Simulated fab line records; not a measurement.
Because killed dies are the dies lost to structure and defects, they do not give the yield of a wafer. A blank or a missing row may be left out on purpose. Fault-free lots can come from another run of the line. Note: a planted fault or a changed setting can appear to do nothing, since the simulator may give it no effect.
Chamber matching :: flow gf180mcu :: 3 sister chambers for GF_PASSIVATION_CVD_00 on pecvd-03
The step deposits SiO2 from TEOS, target thk 1000 nm, time 111.95 s. 6 wafers are shown with their chamber, then 9 later ones without.

== EACH WAFER AND ITS CHAMBER ==
wafer: L080.1
chamber: 1
heater-power-w (W): 599

wafer: L081.3
chamber: 0
heater-power-w (W): 570

wafer: L081.6
chamber: 2
heater-power-w (W): 699

wafer: L082.3
chamber: 2
heater-power-w (W): 672

wafer: L082.4
chamber: 1
heater-power-w (W): 505

wafer: L082.6
chamber: 0
heater-power-w (W): 519

== WAFERS WHOSE CHAMBER IS MISSING ==
wafer: L093.1
heater-power-w (W): 588

wafer: L093.4
heater-power-w (W): 674

wafer: L093.5
heater-power-w (W): 629

wafer: L096.3
heater-power-w (W): 699

wafer: L096.4
heater-power-w (W): 584

wafer: L096.6
heater-power-w (W): 641

wafer: L097.1
heater-power-w (W): 564

wafer: L097.3
heater-power-w (W): 684

wafer: L097.4
heater-power-w (W): 612

== WHICH CHAMBER EACH ONE RAN IN ==
wafer: L093.1
from the rows above: can't be placed: 1 or 0 or 2
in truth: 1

wafer: L093.4
from the rows above: 2
in truth: 2

wafer: L093.5
from the rows above: can't be placed: 2 or 1 or 0
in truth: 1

wafer: L096.3
from the rows above: 2
in truth: 2

wafer: L096.4
from the rows above: can't be placed: 1 or 0 or 2
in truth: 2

wafer: L096.6
from the rows above: can't be placed: 2 or 1 or 0
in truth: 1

wafer: L097.1
from the rows above: can't be placed: 1 or 0
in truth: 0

wafer: L097.3
from the rows above: 2
in truth: 2

wafer: L097.4
from the rows above: can't be placed: 1 or 0 or 2
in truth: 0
Correctly placed: 3 of 9. Can't be placed from these rows: 6 (the true chamber is among the candidates in 6). Number placed wrongly: 0.
How it was worked out, from the rows above alone: a wafer's distance from a chamber is the root of the sum, over the readings, of the square of ((its reading less the chamber's mean) divided by the reading's scatter). The wafer belongs to the nearest chamber; if the next one is less than 2 further off, it can't be placed. A chamber's mean is the mean of its shown wafers. How the scatter is found: for the shown wafers, subtract from each reading the mean of its chamber, square and add these, divide the total by (wafers less chambers), then take the root.
